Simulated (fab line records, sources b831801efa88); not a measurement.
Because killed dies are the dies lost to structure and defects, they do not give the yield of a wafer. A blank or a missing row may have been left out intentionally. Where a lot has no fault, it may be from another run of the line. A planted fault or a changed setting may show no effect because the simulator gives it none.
Chamber matching ; flow sky130 ; cmp-02 running SKY_VIA2_CMP_24: 4 sister chambers
The step polishes, stops on SiO2, t overpolish 20 s, target thk 0 nm. 7 wafers are shown with their chamber, then 7 later ones without.

WAFERS PAIRED WITH THEIR CHAMBERS
wafer;chamber;motor_current_A (A);time_to_endpoint_s (s)
L962.3;0;9.9;100
L966.2;2;13.3;98
L972.1;3;9.7;86
L972.2;2;12.9;92
L972.3;0;9.6;97
L977.1;1;12.1;99
L977.3;3;10.0;88

WAFERS MISSING THEIR CHAMBER
wafer;motor_current_A (A);time_to_endpoint_s (s)
L977.6;9.8;95
L978.2;9.8;97
L978.3;12.8;96
L978.6;9.0;88
L980.1;9.6;95
L980.2;11.6;106
L980.5;13.1;98

EACH ONE'S CHAMBER
wafer;from the rows above;in truth
L977.6;can't be placed: 0 or 3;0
L978.2;0;0
L978.3;can't be placed: 2 or 1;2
L978.6;can't be placed: 3 or 0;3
L980.1;can't be placed: 0 or 3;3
L980.2;1;1
L980.5;2;2
Correct placement for 3 of the 7. Cannot be placed on the basis of these rows: 4; the candidates contain the true chamber in 4. Number placed wrongly: 0.
How it was worked out, from the rows above alone: a wafer's distance from a chamber is the root of the sum, over the readings, of the square of ((its reading less the chamber's mean) divided by the reading's scatter). If the next closest chamber is less than 2 further off than the closest, the wafer can't be placed; otherwise it belongs to the closest. A chamber's mean is the mean of its shown wafers. The scatter is the square root of a quotient: the sum, over the shown wafers, of each reading's squared deviation from its chamber's mean, divided by wafers minus chambers.
